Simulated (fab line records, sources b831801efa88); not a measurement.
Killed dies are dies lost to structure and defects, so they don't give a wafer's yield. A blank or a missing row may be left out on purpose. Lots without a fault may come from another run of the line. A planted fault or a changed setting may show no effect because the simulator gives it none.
fab line records | flow sky130
record lots=13 wafers=39 last_day=50
route steps=708 shown FIELD_ISO@28 PWDE@49 VT_ADJUST_HVTP@92 PAD_OPEN@708
lots that met no fault: from a run of the same line without faults
start_h: hours from the record's first day to the start of the lot's first wafer shown | wait_h: hours since the lot's step before | " the same as in the row above | L1.1+2: a row that stands for several wafers | - no value, or no start given | * or withheld: withheld | < > ~ a bound
route shown NAME@n: a module of which the file shows steps, and the number in the route of the first | usual: mean/standard deviation of fault-free wafers | same: alike in all rows | chamber/n: place in a boat | sites: the reading at each site | _std_site: their standard deviation | _edge_site: outer sites' mean less inner sites' | radius_mm: how far each site lies from the wafer's centre | mask NAME#n: copy n | behind: the tool/chamber that last shaped the wafer | hold: why the lot was held/for how many hours/how that ended | device: the transistor (n, p or np) that didn't switch | end of line: the same wafers' tests at the end of the route | a step without rows: its recipe alone | killed: dies lost to structure and defects at the first sort, not the wafer's yield | map: a wafer's dies, x killed, . not, _ none there
set.NAME: the setting as run; set.NAME@STEP: as run at that earlier step | model.NAME: the simulator's own value behind a step, which no gauge read
steps of the route over a sample of lots; a table a step, a row a wafer
services: from which hour (start_h, from the record's first day; less than 0 if before it) a tool's chamber was out of use, for how many hours, and why
## steps
# step SKY_FIELD_ISO_CMP_27
# recipe stop_on=Si3N4 t_overpolish_s=16 down_force_psi=4 platen_rpm=60 target_thk_nm=457.8 pad_velocity_m_s=0.94248
# usual motor_current_A=13.0/1.3 overpolish_run_s=16.001/0.0094 time_to_endpoint_s=113/3.8
# columns lot.wafer tool chamber start_h wait_h motor_current_A overpolish_run_s time_to_endpoint_s
L353.2 cmp-01 0 37.47 0.0 13.8 15.996 117
L353.1 " 2 " " 12.2 16.001 108
L353.5 " 1 " " 15.8 16.006 112
L354.3 cmp-02 2 39.02 0.1 12.9 15.985 118
L354.2 " 3 " " 13.3 15.986 114
L354.6 " 2 " " 13.4 16.019 119
L357.1 cmp-02 1 56.95 0.1 11.4 16.011 114
L357.4 " 2 " " 12.5 15.991 113
L357.6 " 0 " " 11.9 16.011 112
L360.3 cmp-02 3 71.55 0.1 13.6 16.000 113
L360.1 " 0 " " 12.3 15.983 111
L360.2 " 1 " " 12.0 15.999 111
L361.3 cmp-02 3 75.67 0.1 13.6 16.001 116
L361.1 " 1 " " 11.4 15.987 116
L361.5 " 2 " " 13.2 16.018 118
L362.4 cmp-01 0 80.41 0.1 13.7 16.009 119
L362.6 " 2 " " 12.3 16.005 106
L362.5 " 3 " " 10.9 16.019 111
L364.4 cmp-01 2 92.91 0.3 12.4 15.997 113
L364.3 " 3 " " 11.1 15.976 118
L364.5 " 2 " " 12.9 15.987 114
L365.2 cmp-02 2 96.71 0.0 13.0 16.006 111
L365.1 " 1 " " 12.0 15.995 111
L365.5 " 2 " " 13.2 15.990 113
L366.2 cmp-01 1 101.01 0.0 14.9 15.999 109
L366.3 " 2 " " 12.6 15.984 104
L366.5 " 2 " " 12.6 15.983 105
L368.1 cmp-01 3 111.88 0.0 10.8 15.999 108
L368.2 " 1 " " 14.7 15.982 107
L368.4 " 2 " " 13.3 15.994 109
L370.3 cmp-02 3 120.88 0.0 14.3 16.004 115
L370.4 " 1 " " 11.8 16.011 116
L370.6 " 3 " " 13.9 15.999 114
L375.2 cmp-01 0 148.18 0.1 13.8 16.016 122
L375.4 " 1 " " 14.4 16.015 105
L375.3 " 2 " " 12.7 15.994 113
L376.3 cmp-01 2 153.92 0.0 12.7 16.003 111
L376.4 " 0 " " 13.4 16.012 119
L376.1 " 1 " " 15.6 15.987 110
# step SKY_PWDE_EXPOSE_04
# recipe mask_id=PWDEM na=0.6 source_shape=conventional sigma_outer=0.6 polarization=unpolarized target_cd_nm=840 dose_mj=214
# columns lot.wafer tool chamber start_h wait_h mask
L353.1+2+5 iline_stepper-01 0 63.88 - PWDEM#0
L354.2+3+6 iline_stepper-01 0 65.25 - PWDEM#0
L357.1+4+6 iline_stepper-02 0 84.34 - PWDEM#0
L360.1+2+3 iline_stepper-02 0 99.89 - PWDEM#0
L361.1+3+5 iline_stepper-02 0 104.64 - PWDEM#0
L362.4+5+6 iline_stepper-01 0 109.26 - PWDEM#0
L364.3+4+5 iline_stepper-01 0 122.31 - PWDEM#0
L365.1+2+5 iline_stepper-01 0 126.78 - PWDEM#0
L366.2+3+5 iline_stepper-01 0 131.86 - PWDEM#0
L368.1+2+4 iline_stepper-01 0 142.79 - PWDEM#0
L370.3+4+6 iline_stepper-01 0 153.67 - PWDEM_R1#0
L375.2+3+4 iline_stepper-02 0 181.96 - PWDEM#0
L376.1+3+4 iline_stepper-02 0 187.12 - PWDEM#0
# step SKY_PWDE_OVL_MEAS_07
# usual PWDE_OVL=-1.6/1.4
# columns lot.wafer tool chamber start_h wait_h PWDE_OVL[nm]
L353.1 overlay-01 - 71.53 - -1.6
L353.2 " - " " 0.2
L353.5 " - " " -3.1
L354.2 overlay-02 - 72.64 - -3.6
L354.3 " - " " -1.8
L354.6 " - " " -4.3
L357.1 overlay-02 - 92.69 - -1.8
L357.4 " - " " -1.4
L357.6 " - " " -1.3
L360.1 overlay-01 - 108.08 - 1.1
L360.2 " - " " -1.3
L360.3 " - " " -1.0
L361.1 overlay-01 - 113.63 - -0.7
L361.3 " - " " -0.7
L361.5 " - " " -2.2
L362.4 overlay-02 - 118.44 - -1.2
L362.5 " - " " -1.0
L362.6 " - " " -1.6
L364.3 overlay-02 - 132.13 - -3.5
L364.4 " - " " -4.4
L364.5 " - " " -5.1
L365.1 overlay-01 - 135.63 - 0.2
L365.2 " - " " -0.6
L365.5 " - " " -0.3
L366.2 overlay-01 - 141.37 - -1.7
L366.3 " - " " -2.2
L366.5 " - " " -2.4
L368.1 overlay-02 - 152.98 - -1.0
L368.2 " - " " -2.0
L368.4 " - " " -0.5
L370.3 overlay-02 - 163.70 - -3.8
L370.4 " - " " -3.0
L370.6 " - " " -3.5
L375.2 overlay-01 - 192.29 - 1.2
L375.3 " - " " -0.7
L375.4 " - " " 0.1
L376.1 overlay-02 - 197.83 - -1.4
L376.3 " - " " -1.3
L376.4 " - " " -0.3
# step SKY_VT_ADJUST_HVTP_CD_MEAS_07
# recipe target_cd_nm=380
# usual cd_nm=380.7/2
# columns lot.wafer tool chamber start_h wait_h cd_nm
L353.1 cd_sem-01 - 125.07 0.1 378.5
L353.2 " - " " 379.3
L353.5 " - " " 381.2
L354.2 cd_sem-02 - 126.39 0.1 380.8
L354.3 " - " " 381.0
L354.6 " - " " 376.9
L357.1 cd_sem-01 - 149.67 0.1 383.9
L357.4 " - " " 381.0
L357.6 " - " " 379.7
L360.1 cd_sem-01 - 167.38 0.1 384.4
L360.2 " - " " 384.2
L360.3 " - " " 384.2
L361.1 cd_sem-02 - 173.87 0.1 379.9
L361.3 " - " " 379.0
L361.5 " - " " 378.4
L362.4 cd_sem-02 - 178.34 0.1 377.7
L362.5 " - " " 381.4
L362.6 " - " " 379.9
L364.3 cd_sem-02 - 193.27 0.1 380.2
L364.4 " - " " 380.4
L364.5 " - " " 377.6
L365.1 cd_sem-02 - 198.48 0.1 382.7
L365.2 " - " " 379.6
L365.5 " - " " 380.3
L366.2 cd_sem-02 - 203.89 0.1 381.6
L366.3 " - " " 379.1
L366.5 " - " " 379.6
L368.1 cd_sem-02 - 216.18 0.1 379.3
L368.2 " - " " 379.2
L368.4 " - " " 377.7
L370.3 cd_sem-01 - 228.91 0.1 378.5
L370.4 " - " " 379.5
L370.6 " - " " 379.1
L375.2 cd_sem-01 - 260.79 0.1 379.3
L375.3 " - " " 379.8
L375.4 " - " " 379.9
L376.1 cd_sem-02 - 267.98 0.1 381.1
L376.3 " - " " 381.1
L376.4 " - " " 380.9
# step SKY_PAD_OPEN_PROBE_99
# usual killed_at_M0_to_M3=44/7 killed_at_M4_up=3.0/1.8 killed_at_contacts=24/4.9 killed_at_front_end=15/5 killed_at_other=0.2/0.53 killed_dies=87/8.7 killed_on_rim=17/4 killed_open=48/6.8 killed_short=39/5.7
# same gross_dies=492 killed_at_back_side=0
# columns lot.wafer tool chamber start_h wait_h killed_at_M0_to_M3 killed_at_M4_up killed_at_contacts killed_at_front_end killed_at_other killed_dies killed_on_rim killed_open killed_short
L353.1 prober-01 - 1073.20 0.1 42 2 31 12 1 88 16 51 37
L353.2 prober-01 - 1073.25 0.1 34 5 23 17 0 79 12 47 32
L353.5 prober-01 - 1073.40 0.2 42 1 24 12 0 79 12 41 38
L354.2 prober-02 - 1075.60 0.1 42 7 29 22 0 100 18 51 49
L354.3 prober-02 - 1075.65 0.2 46 5 28 24 0 103 17 53 50
L354.6 prober-02 - 1075.80 0.2 36 2 26 14 0 78 14 39 39
L357.1 prober-01 - 1101.36 0.1 41 3 16 10 0 70 14 34 36
L357.4 prober-01 - 1101.51 0.2 47 7 21 8 0 83 20 35 48
L357.6 prober-01 - 1101.61 0.2 49 1 24 13 1 88 14 54 34
L360.1 prober-02 - 1120.60 0.1 52 2 27 16 0 97 17 51 46
L360.2 prober-02 - 1120.65 0.1 47 4 16 19 0 86 14 52 34
L360.3 prober-02 - 1120.70 0.2 45 1 20 25 0 91 23 44 47
L361.1 prober-01 - 1127.69 0.1 36 1 26 24 0 87 16 47 40
L361.3 prober-01 - 1127.79 0.2 36 2 23 19 0 80 15 40 40
L361.5 prober-01 - 1127.89 0.2 49 1 24 13 0 87 22 47 40
L362.4 prober-02 - 1130.25 0.2 40 1 22 17 0 80 15 42 38
L362.5 prober-02 - 1130.30 0.2 40 1 26 16 0 83 20 51 32
L362.6 prober-02 - 1130.35 0.2 50 4 22 11 0 87 22 51 36
L365.1 prober-02 - 1144.97 0.1 46 1 25 12 0 84 15 45 39
L365.2 prober-02 - 1145.02 0.1 35 4 18 10 0 67 13 33 34
L365.5 prober-02 - 1145.17 0.2 37 3 27 19 1 87 17 52 35
L364.3 prober-01 - 1148.04 0.2 38 2 26 14 0 80 18 45 35
L364.4 prober-01 - 1148.09 0.2 46 4 24 11 0 85 11 46 39
L364.5 prober-01 - 1148.14 0.2 29 3 20 16 1 69 15 32 37
L366.2 prober-02 - 1150.62 0.1 51 6 19 16 0 92 17 48 44
L366.3 prober-02 - 1150.67 0.2 42 4 23 16 2 87 13 47 40
L366.5 prober-02 - 1150.77 0.2 48 0 24 10 1 83 16 41 42
L368.1 prober-02 - 1160.58 0.1 50 3 30 8 0 91 14 52 39
L368.2 prober-02 - 1160.63 0.1 51 3 16 20 0 90 20 60 30
L368.4 prober-02 - 1160.73 0.2 43 6 23 3 0 75 15 38 37
L370.3 prober-02 - 1171.44 0.2 54 3 29 65 0 151 39 58 44
L370.4 prober-02 - 1171.49 0.2 47 4 24 66 0 141 45 45 47
L370.6 prober-02 - 1171.59 0.2 53 3 18 67 0 141 47 38 49
L375.2 prober-01 - 1194.83 0.1 51 2 24 10 0 87 17 42 45
L375.3 prober-01 - 1194.88 0.2 49 4 21 10 0 84 15 40 44
L375.4 prober-01 - 1194.93 0.2 55 10 23 11 0 99 19 53 46
L376.1 prober-02 - 1199.49 0.1 40 2 29 20 0 91 16 49 42
L376.3 prober-02 - 1199.59 0.2 42 2 29 12 2 87 15 46 41
L376.4 prober-02 - 1199.64 0.2 48 3 37 21 0 109 26 56 53
# killed by level:class
L353.1 LI_CONTACT:geometric_particle:open=10 CONTACT:geometric_particle:open=8 VIA1:geometric_particle:open=8 VIA3:geometric_particle:open=8 FIELD_ISO:geometric_particle:open=7 CONTACT:geometric_particle:short=7 VIA2:geometric_particle:open=6 VIA1:geometric_particle:short=4
L353.2 FIELD_ISO:geometric_particle:short=8 LI_CONTACT:geometric_particle:open=8 VIA1:geometric_particle:open=8 VIA3:geometric_particle:open=8 CONTACT:geometric_particle:open=7 METAL2:geometric_particle:short=6 VIA2:geometric_particle:short=3 LOCAL_INTERCONNECT:geometric_particle:open=3
L353.5 CONTACT:geometric_particle:open=7 VIA1:geometric_particle:open=7 VIA3:geometric_particle:open=6 METAL1:geometric_particle:short=6 LI_CONTACT:geometric_particle:short=5 LI_CONTACT:geometric_particle:open=4 LOCAL_INTERCONNECT:geometric_particle:short=4 METAL2:geometric_particle:open=4
L354.2 VIA1:geometric_particle:open=12 CONTACT:geometric_particle:open=9 POLY_GATE:geometric_particle:short=7 LI_CONTACT:geometric_particle:open=6 VIA2:geometric_particle:open=6 LOCAL_INTERCONNECT:geometric_particle:short=5 CONTACT:geometric_particle:short=5 VIA1:geometric_particle:short=5
L354.3 CONTACT:geometric_particle:open=13 VIA1:geometric_particle:open=10 VIA2:geometric_particle:open=7 FIELD_ISO:geometric_particle:open=6 POLY_GATE:geometric_particle:short=6 CONTACT:geometric_particle:short=6 METAL1:geometric_particle:short=6 VIA1:geometric_particle:short=6
L354.6 LI_CONTACT:geometric_particle:open=8 CONTACT:geometric_particle:open=8 VIA1:geometric_particle:open=7 FIELD_ISO:geometric_particle:short=6 VIA1:geometric_particle:short=5 VIA2:geometric_particle:open=5 VIA2:geometric_particle:short=5 LI_CONTACT:geometric_particle:short=4
L357.1 VIA1:geometric_particle:open=11 METAL1:geometric_particle:short=6 LI_CONTACT:geometric_particle:open=5 METAL3:geometric_particle:short=5 VIA2:geometric_particle:open=5 FIELD_ISO:geometric_particle:short=3 LOCAL_INTERCONNECT:geometric_particle:short=3 CONTACT:geometric_particle:open=3
L357.4 VIA1:geometric_particle:open=8 METAL4:geometric_particle:short=7 VIA2:geometric_particle:open=6 LI_CONTACT:geometric_particle:open=5 LOCAL_INTERCONNECT:geometric_particle:short=5 CONTACT:geometric_particle:open=5 METAL1:geometric_particle:short=5 VIA1:geometric_particle:short=5
L357.6 VIA1:geometric_particle:open=18 LI_CONTACT:geometric_particle:open=9 CONTACT:geometric_particle:open=9 VIA2:geometric_particle:open=7 METAL2:geometric_particle:short=5 POLY_GATE:geometric_particle:short=4 VIA1:geometric_particle:short=4 VIA3:geometric_particle:short=4
L360.1 VIA1:geometric_particle:open=13 LI_CONTACT:geometric_particle:open=11 METAL1:geometric_particle:short=10 CONTACT:geometric_particle:open=7 LOCAL_INTERCONNECT:geometric_particle:short=6 VIA2:geometric_particle:open=5 METAL2:geometric_particle:short=5 METAL3:geometric_particle:short=5
L360.2 VIA1:geometric_particle:open=12 VIA3:geometric_particle:short=7 VIA2:geometric_particle:open=7 LI_CONTACT:geometric_particle:open=6 FIELD_ISO:geometric_particle:open=5 POLY_GATE:geometric_particle:open=5 METAL2:geometric_particle:short=5 VIA3:geometric_particle:open=5
L360.3 METAL1:geometric_particle:short=8 VIA1:geometric_particle:open=8 VIA3:geometric_particle:short=6 VIA3:geometric_particle:open=6 POLY_GATE:geometric_particle:short=5 CONTACT:geometric_particle:open=5 CONTACT:geometric_particle:short=5 METAL2:geometric_particle:short=5
L361.1 CONTACT:geometric_particle:open=11 VIA1:geometric_particle:open=9 METAL2:geometric_particle:short=8 POLY_GATE:geometric_particle:short=7 FIELD_ISO:geometric_particle:open=5 POLY_GATE:geometric_particle:open=5 LI_CONTACT:geometric_particle:open=5 VIA1:geometric_particle:short=5
L361.3 CONTACT:geometric_particle:short=8 POLY_GATE:geometric_particle:open=7 LI_CONTACT:geometric_particle:open=7 FIELD_ISO:geometric_particle:open=6 VIA1:geometric_particle:short=6 METAL2:geometric_particle:short=5 POLY_GATE:geometric_particle:short=4 VIA2:geometric_particle:open=4
L361.5 VIA1:geometric_particle:open=11 CONTACT:geometric_particle:open=7 VIA3:geometric_particle:open=7 VIA2:geometric_particle:open=7 FIELD_ISO:geometric_particle:short=6 CONTACT:geometric_particle:short=6 METAL2:geometric_particle:short=6 METAL2:geometric_particle:open=6
L362.4 METAL2:geometric_particle:short=10 CONTACT:geometric_particle:open=9 LI_CONTACT:geometric_particle:open=6 VIA1:geometric_particle:open=6 VIA1:geometric_particle:short=5 VIA3:geometric_particle:open=5 VIA2:geometric_particle:open=5 VIA2:geometric_particle:short=5
L362.5 CONTACT:geometric_particle:open=8 VIA1:geometric_particle:open=8 VIA3:geometric_particle:open=8 LI_CONTACT:geometric_particle:open=7 VIA2:geometric_particle:open=7 CONTACT:geometric_particle:short=5 FIELD_ISO:geometric_particle:short=4 FIELD_ISO:geometric_particle:open=4
L362.6 VIA2:geometric_particle:open=14 CONTACT:geometric_particle:open=11 VIA1:geometric_particle:open=9 VIA1:geometric_particle:short=5 VIA3:geometric_particle:open=5 LI_CONTACT:geometric_particle:open=4 LOCAL_INTERCONNECT:geometric_particle:short=4 METAL1:geometric_particle:short=4
L365.1 VIA1:geometric_particle:open=10 CONTACT:geometric_particle:open=8 CONTACT:geometric_particle:short=7 VIA1:geometric_particle:short=7 VIA2:geometric_particle:open=7 LI_CONTACT:geometric_particle:open=5 VIA3:geometric_particle:open=5 POLY_GATE:geometric_particle:short=4
L365.2 VIA3:geometric_particle:open=8 VIA1:geometric_particle:open=5 LI_CONTACT:geometric_particle:open=5 CONTACT:geometric_particle:open=5 METAL1:geometric_particle:short=5 CONTACT:geometric_particle:short=4 METAL2:geometric_particle:short=4 VIA2:geometric_particle:open=4
L365.5 CONTACT:geometric_particle:open=13 VIA1:geometric_particle:open=7 VIA2:geometric_particle:open=7 METAL2:geometric_particle:short=6 LI_CONTACT:geometric_particle:short=5 CONTACT:geometric_particle:short=5 VIA3:geometric_particle:open=5 FIELD_ISO:geometric_particle:open=4
L364.3 LI_CONTACT:geometric_particle:open=9 VIA1:geometric_particle:open=9 CONTACT:geometric_particle:open=8 METAL2:geometric_particle:short=7 CONTACT:geometric_particle:short=6 METAL1:geometric_particle:short=6 VIA3:geometric_particle:open=5 FIELD_ISO:geometric_particle:open=4
L364.4 VIA3:geometric_particle:open=9 METAL2:geometric_particle:short=8 CONTACT:geometric_particle:open=8 LI_CONTACT:geometric_particle:open=7 VIA2:geometric_particle:open=6 VIA1:geometric_particle:open=5 METAL1:geometric_particle:short=4 VIA1:geometric_particle:short=4
L364.5 CONTACT:geometric_particle:short=7 VIA3:geometric_particle:open=6 VIA1:geometric_particle:open=5 LOCAL_INTERCONNECT:geometric_particle:short=5 METAL1:geometric_particle:short=5 METAL2:geometric_particle:short=5 FIELD_ISO:geometric_particle:open=4 FIELD_ISO:geometric_particle:short=4
L366.2 VIA1:geometric_particle:open=11 METAL1:geometric_particle:short=7 METAL2:geometric_particle:short=7 VIA3:geometric_particle:open=7 FIELD_ISO:geometric_particle:short=6 LI_CONTACT:geometric_particle:open=6 CONTACT:geometric_particle:open=6 FIELD_ISO:geometric_particle:open=5
L366.3 VIA1:geometric_particle:open=13 LI_CONTACT:geometric_particle:open=6 CONTACT:geometric_particle:open=6 CONTACT:geometric_particle:short=5 METAL1:geometric_particle:short=5 VIA2:geometric_particle:short=5 POLY_GATE:geometric_particle:open=4 VIA1:geometric_particle:short=4
L366.5 VIA3:geometric_particle:open=10 LI_CONTACT:geometric_particle:open=8 VIA1:geometric_particle:open=8 CONTACT:geometric_particle:short=6 VIA1:geometric_particle:short=6 LOCAL_INTERCONNECT:geometric_particle:short=5 METAL3:geometric_particle:short=5 CONTACT:geometric_particle:open=4
L368.1 CONTACT:geometric_particle:open=19 VIA1:geometric_particle:open=12 METAL1:geometric_particle:short=8 VIA1:geometric_particle:short=7 METAL2:geometric_particle:short=6 VIA3:geometric_particle:open=6 LI_CONTACT:geometric_particle:open=5 FIELD_ISO:geometric_particle:open=4
L368.2 VIA3:geometric_particle:open=14 VIA1:geometric_particle:open=13 FIELD_ISO:geometric_particle:open=8 VIA1:geometric_particle:short=7 CONTACT:geometric_particle:open=6 METAL2:geometric_particle:short=5 POLY_GATE:geometric_particle:short=4 POLY_GATE:geometric_particle:open=4
L368.4 VIA1:geometric_particle:open=11 CONTACT:geometric_particle:open=7 VIA1:geometric_particle:short=7 METAL1:geometric_particle:short=6 LI_CONTACT:geometric_particle:open=5 LOCAL_INTERCONNECT:geometric_particle:short=5 METAL2:geometric_particle:short=5 CONTACT:geometric_particle:short=4
L370.3 PWDE:area_expose=49 CONTACT:geometric_particle:open=15 VIA3:geometric_particle:open=11 VIA1:geometric_particle:open=10 VIA1:geometric_particle:short=7 FIELD_ISO:geometric_particle:short=6 CONTACT:geometric_particle:short=5 METAL2:geometric_particle:short=5
L370.4 PWDE:area_expose=49 VIA1:geometric_particle:open=10 CONTACT:geometric_particle:short=9 POLY_GATE:geometric_particle:short=7 LI_CONTACT:geometric_particle:open=6 CONTACT:geometric_particle:open=6 METAL1:geometric_particle:short=6 METAL2:geometric_particle:short=6
L370.6 PWDE:area_expose=54 VIA1:geometric_particle:short=11 VIA1:geometric_particle:open=10 VIA3:geometric_particle:open=9 METAL2:geometric_particle:short=8 LI_CONTACT:geometric_particle:open=5 CONTACT:geometric_particle:short=5 FIELD_ISO:geometric_particle:short=4
L375.2 VIA1:geometric_particle:open=12 CONTACT:geometric_particle:open=11 METAL2:geometric_particle:short=8 METAL1:geometric_particle:short=6 LOCAL_INTERCONNECT:geometric_particle:short=6 METAL3:geometric_particle:short=6 VIA3:geometric_particle:open=6 VIA2:geometric_particle:open=5
L375.3 VIA1:geometric_particle:open=14 CONTACT:geometric_particle:open=6 VIA2:geometric_particle:short=6 CONTACT:geometric_particle:short=5 VIA2:geometric_particle:open=5 METAL3:geometric_particle:short=5 VIA3:geometric_particle:open=5 VIA1:geometric_particle:short=4
L375.4 VIA1:geometric_particle:open=16 VIA1:geometric_particle:short=9 CONTACT:geometric_particle:open=8 LI_CONTACT:geometric_particle:open=6 METAL2:geometric_particle:short=6 POLY_GATE:geometric_particle:short=5 VIA2:geometric_particle:open=5 METAL4:geometric_particle:short=5
L376.1 CONTACT:geometric_particle:open=11 LI_CONTACT:geometric_particle:open=8 VIA3:geometric_particle:open=7 FIELD_ISO:geometric_particle:open=6 POLY_GATE:geometric_particle:short=6 METAL1:geometric_particle:short=6 VIA1:geometric_particle:open=6 METAL2:geometric_particle:short=6
L376.3 CONTACT:geometric_particle:open=11 VIA2:geometric_particle:open=11 LI_CONTACT:geometric_particle:open=6 VIA2:geometric_particle:short=6 VIA1:geometric_particle:open=6 CONTACT:geometric_particle:short=5 METAL1:geometric_particle:short=5 VIA3:geometric_particle:open=4
L376.4 CONTACT:geometric_particle:open=13 VIA1:geometric_particle:short=13 CONTACT:geometric_particle:short=11 FIELD_ISO:geometric_particle:short=8 FIELD_ISO:geometric_particle:open=8 LI_CONTACT:geometric_particle:open=8 VIA1:geometric_particle:open=6 VIA2:geometric_particle:open=6
## services
# columns tool chamber start_h hours kind
iline_stepper-02 - 27.86 1.7 pm
cmp-01 - 46.70 2.3 repair
cmp-01 - 47.33 0.3 repair
cmp-02 - 54.25 1.6 repair
cmp-02 - 55.28 0.3 repair
cmp-01 - 64.00 4.0 pm
cmp-01 - 68.00 - consumable_replace:conditioner
cmp-01 - 68.00 - consumable_replace:pad
iline_stepper-02 - 84.67 4.4 pm
cmp-02 - 89.89 3.8 repair
iline_stepper-01 - 89.98 4.4 pm
cmp-01 - 112.26 0.2 repair
cmp-02 - 114.76 1.0 repair
iline_stepper-01 - 158.25 3.4 repair
cmp-01 - 186.07 12.5 repair
## key
first_sign step=SKY_PWDE_EXPOSE_04 reading=mask direction=changed
effect step=SKY_PAD_OPEN_PROBE_99 reading=killed_at_front_end direction=up sigmas=10 usual=15 struck=66
more_kills_born_at SKY_PWDE_EXPOSE_04@iline_stepper-01=152
met_at SKY_PWDE_EXPOSE_04
struck_lots L370
tester_left_out L370
not_acting_at SKY_FIELD_ISO_CMP_27,SKY_PWDE_OVL_MEAS_07,SKY_VT_ADJUST_HVTP_CD_MEAS_07
onset_between 142.79 153.67
fault kind=wrong_mask tool=any chamber=- onset_h=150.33 steps=SKY_PWDE_EXPOSE_04 aux_copy=PWDEM_R1#0 cd_offset_nm=126 scope=struck_lots_only
# tester_left_out: of these lots the tester's yield and bins aren't shown, on N5 and GAA mostly nor the transistor test; their killed dies are dies lost to structure and defects alone, not to doping, threshold or leakage, so they don't give the yield
